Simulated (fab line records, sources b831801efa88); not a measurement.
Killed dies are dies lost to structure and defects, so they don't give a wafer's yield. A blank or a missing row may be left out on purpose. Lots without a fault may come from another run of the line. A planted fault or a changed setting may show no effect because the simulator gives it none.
Which tool did it? | flow sky130 | 24 lots, 72 wafers sampled, at 6 steps of a route of 708

WHAT THE GAUGES READ, wafer by wafer
SKY_LI_CONTACT_CD_MEAS_12: target cd 170 nm. Usual: cd_nm 170.4 nm, standard deviation 1.5.
lot  | measured     | on        | cd_nm (nm)        | flag
L074 | day 29 00:05 | cd_sem-01 | 169.3 170.4 168.3 |
L075 | day 29 06:25 | cd_sem-02 | 169.4 169.6 169.6 |
L076 | day 29 14:31 | cd_sem-01 | 167.9 168.9 168.9 |
L077 | day 29 23:28 | cd_sem-02 | 169.6 169.0 168.3 |
L078 | day 30 09:29 | cd_sem-01 | 170.4 169.1 169.9 |
L079 | day 30 20:10 | cd_sem-02 | 168.7 169.4 168.2 |
L080 | day 30 22:13 | cd_sem-02 | 170.1 170.6 169.7 |
L081 | day 31 14:17 | cd_sem-01 | 171.5 171.0 170.2 |
L082 | day 32 03:47 | cd_sem-01 | 168.5 169.2 170.5 |
L083 | day 32 08:43 | cd_sem-02 | 170.5 170.4 170.7 |
L084 | day 32 14:52 | cd_sem-02 | 171.4 171.6 171.6 |
L085 | day 32 19:55 | cd_sem-02 | 168.6 169.2 169.3 |
L086 | day 33 07:25 | cd_sem-01 | 174.5 174.9 172.9 |
L087 | day 33 15:02 | cd_sem-01 | 170.1 170.8 170.1 |
L088 | day 33 17:13 | cd_sem-01 | 172.1 170.4 169.4 |
L089 | day 34 07:14 | cd_sem-01 | 172.0 172.1 171.0 |
L090 | day 34 11:58 | cd_sem-01 | 169.9 170.7 169.2 |
L091 | day 34 19:50 | cd_sem-01 | 169.2 168.7 170.6 |
L092 | day 34 22:08 | cd_sem-02 | 172.9 172.9 171.1 |
L094 | day 35 17:53 | cd_sem-01 | 171.9 170.5 169.5 |
L093 | day 35 21:33 | cd_sem-01 | 171.3 171.9 171.2 |
L095 | day 35 22:24 | cd_sem-01 | 169.7 169.1 168.6 |
L096 | day 36 05:18 | cd_sem-01 | 170.8 171.2 171.7 |
L097 | day 36 10:30 | cd_sem-01 | 173.5 173.8 173.9 |

SKY_METAL2_OVL_MEAS_16. Usual: METAL2_OVL 1 nm, standard deviation 5.3.
lot  | measured     | on         | METAL2_OVL (nm) | flag
L074 | day 35 01:32 | overlay-02 | 2 -1 -2         |
L075 | day 35 05:41 | overlay-01 | 7 4 -4          |
L076 | day 35 14:29 | overlay-02 | 4 8 8           |
L077 | day 35 21:50 | overlay-02 | -1 -5 -2        |
L078 | day 36 07:43 | overlay-01 | 2 -13 -2        |
L079 | day 36 19:05 | overlay-02 | -11 1 -5        |
L080 | day 36 20:16 | overlay-02 | -11 -2 -6       |
L081 | day 37 09:35 | overlay-02 | 3 3 0           |
L082 | day 38 00:01 | overlay-01 | 7 9 3           |
L083 | day 38 03:36 | overlay-02 | -13 -5 -4       |
L084 | day 38 10:53 | overlay-01 | 1 3 0           |
L085 | day 38 13:41 | overlay-01 | 2 -5 -4         |
L086 | day 39 01:43 | overlay-02 | 5 5 4           |
L087 | day 39 08:23 | overlay-02 | 7 5 4           |
L088 | day 39 10:46 | overlay-01 | 0 -7 -1         |
L089 | day 39 23:53 | overlay-01 | 6 0 4           |
L090 | day 40 04:32 | overlay-02 | 5 -7 -3         |
L091 | day 40 11:44 | overlay-02 | -1 5 -1         |
L092 | day 40 13:29 | overlay-01 | 3 7 1           |
L094 | day 41 09:02 | overlay-01 | 10 9 11         |
L093 | day 41 11:09 | overlay-01 | 1 8 7           |
L095 | day 41 12:17 | overlay-02 | 5 0 9           |
L096 | day 41 17:59 | overlay-02 | 5 3 -2          |
L097 | day 41 23:01 | overlay-02 | 0 -6 -1         |

SKY_VIA3_CD_MEAS_12: target cd 200 nm. Usual: cd_nm 200.0 nm, standard deviation 1.6.
lot  | measured     | on        | cd_nm (nm)        | flag
L074 | day 39 13:55 | cd_sem-01 | 201.6 201.3 202.1 |
L075 | day 39 17:22 | cd_sem-01 | 197.5 197.5 198.7 |
L076 | day 40 01:49 | cd_sem-02 | 201.5 202.5 199.8 |
L077 | day 40 08:35 | cd_sem-02 | 200.7 200.6 201.8 |
L078 | day 40 17:05 | cd_sem-02 | 198.1 199.0 199.1 |
L079 | day 41 03:53 | cd_sem-01 | 199.0 198.1 198.3 |
L080 | day 41 07:07 | cd_sem-02 | 200.7 199.4 200.9 |
L081 | day 41 17:55 | cd_sem-02 | 199.6 200.8 201.4 |
L082 | day 42 06:32 | cd_sem-02 | 200.0 200.6 199.0 |
L083 | day 42 11:28 | cd_sem-01 | 198.0 197.7 196.6 |
L084 | day 42 15:29 | cd_sem-02 | 204.2 204.2 203.6 |
L085 | day 42 19:01 | cd_sem-01 | 197.5 197.6 197.9 |
L086 | day 43 06:16 | cd_sem-01 | 200.1 201.3 200.8 |
L087 | day 43 13:10 | cd_sem-02 | 199.7 199.5 200.3 |
L088 | day 43 15:41 | cd_sem-01 | 200.2 202.4 199.6 |
L089 | day 44 02:31 | cd_sem-02 | 197.8 197.4 197.7 |
L090 | day 44 06:03 | cd_sem-02 | 201.2 200.6 200.7 |
L091 | day 44 13:28 | cd_sem-02 | 199.8 197.7 199.8 |
L092 | day 44 16:19 | cd_sem-01 | 199.6 201.3 199.9 |
L094 | day 45 09:47 | cd_sem-02 | 202.4 199.9 199.9 |
L093 | day 45 11:21 | cd_sem-02 | 200.2 199.4 198.9 |
L095 | day 45 12:13 | cd_sem-02 | 197.9 197.0 197.4 |
L096 | day 45 17:46 | cd_sem-01 | 199.2 200.6 200.2 |
L097 | day 45 21:44 | cd_sem-01 | 202.1 200.0 199.0 |

SKY_VIA4_BOW_MEAS_03. Usual: VIA4_BOW 81 um, standard deviation 8.4.
lot  | measured     | on            | VIA4_BOW (um) | flag
L074 | day 41 17:40 | film_metro-03 | 80 83 76      |
L075 | day 41 20:41 | film_metro-01 | 95 84 95      |
L076 | day 42 05:13 | film_metro-01 | 84 65 65      |
L077 | day 42 12:11 | film_metro-01 | 85 89 82      |
L078 | day 42 20:09 | film_metro-04 | 83 93 80      |
L079 | day 43 06:19 | film_metro-04 | 77 75 84      |
L080 | day 43 10:29 | film_metro-04 | 92 79 84      |
L081 | day 43 21:15 | film_metro-04 | 94 88 92      |
L082 | day 44 07:52 | film_metro-03 | 87 94 91      |
L083 | day 44 13:19 | film_metro-04 | 57 68 80      |
L084 | day 44 16:34 | film_metro-01 | 81 80 86      |
L085 | day 44 19:12 | film_metro-04 | 69 82 69      |
L086 | day 45 06:49 | film_metro-01 | 79 76 71      |
L087 | day 45 13:29 | film_metro-03 | 87 61 67      |
L088 | day 45 16:17 | film_metro-01 | 78 81 94      |
L089 | day 46 00:23 | film_metro-03 | 101 83 98     |
L090 | day 46 05:43 | film_metro-03 | 85 79 84      |
L091 | day 46 12:27 | film_metro-04 | 81 83 97      |
L092 | day 46 14:28 | film_metro-03 | 87 80 77      |
L094 | day 47 06:50 | film_metro-04 | 78 77 78      |
L093 | day 47 07:27 | film_metro-04 | 87 87 77      |
L095 | day 47 08:54 | film_metro-03 | 85 79 73      |
L096 | day 47 14:10 | film_metro-01 | 78 87 83      |
L097 | day 47 18:06 | film_metro-04 | 79 76 79      |

WHICH TOOL RAN EACH LOT (tool, then ch and the chambers of the sampled wafers, then the start)
lot  | SKY_METAL3_SPUTTER_04        | SKY_VIA3_ETCH_14
L074 | pvd_sputter-02, day 36 06:41 | rie_diel-04 ch 0,1,2, day 39 14:05
L075 | pvd_sputter-04, day 36 11:09 | rie_diel-04 ch 1,2, day 39 17:30
L076 | pvd_sputter-04, day 36 20:10 | rie_diel-01 ch 1,2,3, day 40 01:59
L077 | pvd_sputter-01, day 37 02:35 | rie_diel-03 ch 0,2,3, day 40 08:43
L078 | pvd_sputter-01, day 37 12:31 | rie_diel-03 ch 2,3, day 40 17:12
L079 | pvd_sputter-01, day 37 23:26 | rie_diel-03 ch 0,2,3, day 41 04:01
L080 | pvd_sputter-01, day 38 01:36 | rie_diel-04 ch 0,1,3, day 41 07:15
L081 | pvd_sputter-02, day 38 14:16 | rie_diel-01 ch 0,2, day 41 18:04
L082 | pvd_sputter-04, day 39 04:46 | rie_diel-01 ch 0,1,3, day 42 06:40
L083 | pvd_sputter-01, day 39 08:02 | rie_diel-03 ch 1,2,3, day 42 11:36
L084 | pvd_sputter-01, day 39 15:12 | rie_diel-01 ch 1,2,3, day 42 15:38
L085 | pvd_sputter-01, day 39 17:57 | rie_diel-04 ch 0,1,2, day 42 19:10
L086 | pvd_sputter-01, day 40 05:14 | rie_diel-03 ch 0,1,2, day 43 06:25
L087 | pvd_sputter-04, day 40 11:53 | rie_diel-03 ch 1,2,3, day 43 13:17
L088 | pvd_sputter-04, day 40 16:17 | rie_diel-01 ch 1,3, day 43 15:51
L089 | pvd_sputter-02, day 41 02:47 | rie_diel-03 ch 0,1,2, day 44 02:40
L090 | pvd_sputter-04, day 41 07:15 | rie_diel-01 ch 0,3, day 44 06:11
L091 | pvd_sputter-04, day 41 14:44 | rie_diel-04 ch 1,2, day 44 13:36
L092 | pvd_sputter-04, day 41 17:52 | rie_diel-03 ch 0,2,3, day 44 16:28
L094 | pvd_sputter-04, day 42 11:32 | rie_diel-03 ch 0,1, day 45 09:56
L093 | pvd_sputter-04, day 42 13:43 | rie_diel-04 ch 0,2,3, day 45 11:27
L095 | pvd_sputter-01, day 42 14:59 | rie_diel-01 ch 0,2, day 45 12:20
L096 | pvd_sputter-04, day 42 20:31 | rie_diel-03 ch 2,3, day 45 17:52
L097 | pvd_sputter-01, day 43 01:59 | rie_diel-03 ch 0,1,3, day 45 21:51
- SKY_METAL3_SPUTTER_04: material TiN, target thk 70 nm, time 58.3 s.
- SKY_VIA3_ETCH_14: etches BARC in N2/H2, stops on SiO2, time 45.9 s, target depth 60 nm.

WHAT THE TOOLS THEMSELVES READ (means of the sampled wafers that have a number; where no wafer has one, the mark that the record gives instead)
SKY_METAL3_SPUTTER_04. Usual: chamber_pressure_pa 0.4000 Pa, standard deviation 0.00082; throttle_valve_pct 30.2 %, standard deviation 1.
lot  | tool           | chamber_pressure_pa (Pa) | throttle_valve_pct (%) | flag
L074 | pvd_sputter-02 | 0.3997                   | 29.6                   |
L075 | pvd_sputter-04 | 0.4002                   | 30.2                   |
L076 | pvd_sputter-04 | 0.3997                   | 29.2                   |
L077 | pvd_sputter-01 | 0.3997                   | 30.0                   |
L078 | pvd_sputter-01 | 0.4005                   | 30.5                   |
L079 | pvd_sputter-01 | 0.4003                   | 30.3                   |
L080 | pvd_sputter-01 | 0.3997                   | 30.0                   |
L081 | pvd_sputter-02 | 0.4004                   | 30.6                   |
L082 | pvd_sputter-04 | 0.3999                   | 30.1                   |
L083 | pvd_sputter-01 | 0.3990                   | 29.9                   |
L084 | pvd_sputter-01 | 0.3999                   | 30.5                   |
L085 | pvd_sputter-01 | 0.4006                   | 30.2                   |
L086 | pvd_sputter-01 | 0.3989                   | 30.0                   |
L087 | pvd_sputter-04 | 0.3992                   | 28.9                   |
L088 | pvd_sputter-04 | 0.3999                   | 30.1                   |
L089 | pvd_sputter-02 | 0.4003                   | 30.1                   |
L090 | pvd_sputter-04 | 0.3998                   | 30.6                   |
L091 | pvd_sputter-04 | 0.4007                   | 30.1                   |
L092 | pvd_sputter-04 | 0.3994                   | 30.1                   |
L094 | pvd_sputter-04 | 0.3999                   | 30.5                   |
L093 | pvd_sputter-04 | 0.4000                   | 30.5                   |
L095 | pvd_sputter-01 | 0.4005                   | 29.8                   |
L096 | pvd_sputter-04 | 0.4005                   | 30.0                   |
L097 | pvd_sputter-01 | 0.3998                   | 29.9                   |

SKY_VIA3_ETCH_14. Usual: drypump_motor_current_A 5.8 A, standard deviation 0.55; n2_flow_sccm 100.0 sccm, standard deviation 0.33; oes_product_au 0.855 a.u., standard deviation 0.0046; throttle_valve_pct 13.225 %, standard deviation 0.0086.
lot  | tool        | drypump_motor_current_A (A) | n2_flow_sccm (sccm) | oes_product_au (a.u.) | throttle_valve_pct (%) | flag
L074 | rie_diel-04 | 5.5                         | 100.1               | 0.851                 | 13.228                 |
L075 | rie_diel-04 | 5.5                         | 100.1               | 0.853                 | 13.228                 |
L076 | rie_diel-01 | 5.7                         | 99.7                | 0.854                 | 13.224                 |
L077 | rie_diel-03 | 6.0                         | 100.0               | 0.854                 | 13.220                 |
L078 | rie_diel-03 | 6.4                         | 99.6                | 0.858                 | 13.223                 |
L079 | rie_diel-03 | 6.0                         | 99.8                | 0.858                 | 13.224                 |
L080 | rie_diel-04 | 5.5                         | 100.0               | 0.855                 | 13.230                 |
L081 | rie_diel-01 | 5.2                         | 100.2               | 0.857                 | 13.228                 |
L082 | rie_diel-01 | 5.7                         | 100.0               | 0.854                 | 13.226                 |
L083 | rie_diel-03 | 6.4                         | 100.4               | 0.854                 | 13.213                 |
L084 | rie_diel-01 | 5.7                         | 100.2               | 0.852                 | 13.219                 |
L085 | rie_diel-04 | 5.6                         | 100.1               | 0.857                 | 13.228                 |
L086 | rie_diel-03 | 6.0                         | 99.6                | 0.859                 | 13.221                 |
L087 | rie_diel-03 | 6.4                         | 100.0               | 0.856                 | 13.221                 |
L088 | rie_diel-01 | 6.1                         | 100.4               | 0.856                 | 13.224                 |
L089 | rie_diel-03 | 6.0                         | 99.8                | 0.851                 | 13.220                 |
L090 | rie_diel-01 | 5.2                         | 100.1               | 0.860                 | 13.227                 |
L091 | rie_diel-04 | 5.5                         | 100.4               | 0.855                 | 13.231                 |
L092 | rie_diel-03 | 6.0                         | 100.2               | 0.852                 | 13.220                 |
L094 | rie_diel-03 | 6.0                         | 99.9                | 0.853                 | 13.220                 |
L093 | rie_diel-04 | 5.4                         | 99.8                | 0.854                 | 13.226                 |
L095 | rie_diel-01 | 5.2                         | 99.8                | 0.858                 | 13.222                 |
L096 | rie_diel-03 | 6.4                         | 100.5               | 0.855                 | 13.219                 |
L097 | rie_diel-03 | 6.0                         | 100.0               | 0.855                 | 13.235                 |

THE ANSWER, worked out from the rows above alone
Rule: a lot is off if the mean of its wafers that have a number lies more than 3 standard deviations from the usual mean. A lot without any number at a reading at which 4 lots or more have one is off too. The other lots that the step has rows for count as sound. The gauges are gone through in route order, then the tools' own readings, and for those a lot's mean is taken as printed above. The first step at which some lot is off is used, and at that step the reading that is off furthest; a lot without a number counts as furthest.
No lot is off at any reading shown: from this, nothing can be told.

WHAT THE SIMULATOR HAD PUT IN
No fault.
